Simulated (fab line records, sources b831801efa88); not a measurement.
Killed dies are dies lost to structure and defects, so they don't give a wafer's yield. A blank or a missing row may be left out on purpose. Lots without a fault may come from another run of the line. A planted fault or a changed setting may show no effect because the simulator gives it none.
Which tool did it? | flow gf180mcu | 11 lots, 33 wafers sampled, at 1 step of a route of 602

WHAT THE GAUGES READ, wafer by wafer
GF_V4_CD_MEAS_14: target cd 260 nm.
lot  | measured     | on        | cd_nm (nm)
L718 | day 24 07:22 | cd_sem-02 | 259.1 258.5 258.1
L719 | day 24 13:58 | cd_sem-01 | 258.8 258.3 258.6
L721 | day 25 19:25 | cd_sem-02 | 259.5 258.6 259.1
L723 | day 26 05:17 | cd_sem-01 | 259.8 259.3 259.3
L724 | day 26 15:27 | cd_sem-01 | 260.4 261.5 260.7
L726 | day 27 05:56 | cd_sem-02 | 259.2 259.7 261.0
L725 | day 27 11:01 | cd_sem-02 | 260.2 259.3 260.2
L728 | day 27 21:31 | cd_sem-01 | 259.8 259.5 259.9
L733 | day 29 11:24 | cd_sem-02 | 261.7 261.8 260.7
L735 | day 30 03:16 | cd_sem-02 | 259.0 257.9 257.6
L741 | day 31 13:20 | cd_sem-02 | 259.5 259.1 259.8

WHICH TOOL RAN EACH LOT (tool, then ch and the chambers of the sampled wafers, then the start)
The record holds no process step before these readings.

THE ANSWER, worked out from the rows above alone
Rule: what is usual is taken from the lots themselves. Put in order of their means at a reading, lots are off if they are a third of the lots or fewer, leave a main group of 4 or more, and stand apart from it by a gap of 3 or more times the standard deviation of the main group's means; of several such gaps the widest counts. A main group whose means are all the same, to the digits that the tables above print for the reading, isn't used. A lot without any number at a reading at which 4 lots or more have one is off too. The other lots that the step has rows for count as sound.
No lot is off at any reading shown: from this, nothing can be told.

WHAT THE SIMULATOR HAD PUT IN
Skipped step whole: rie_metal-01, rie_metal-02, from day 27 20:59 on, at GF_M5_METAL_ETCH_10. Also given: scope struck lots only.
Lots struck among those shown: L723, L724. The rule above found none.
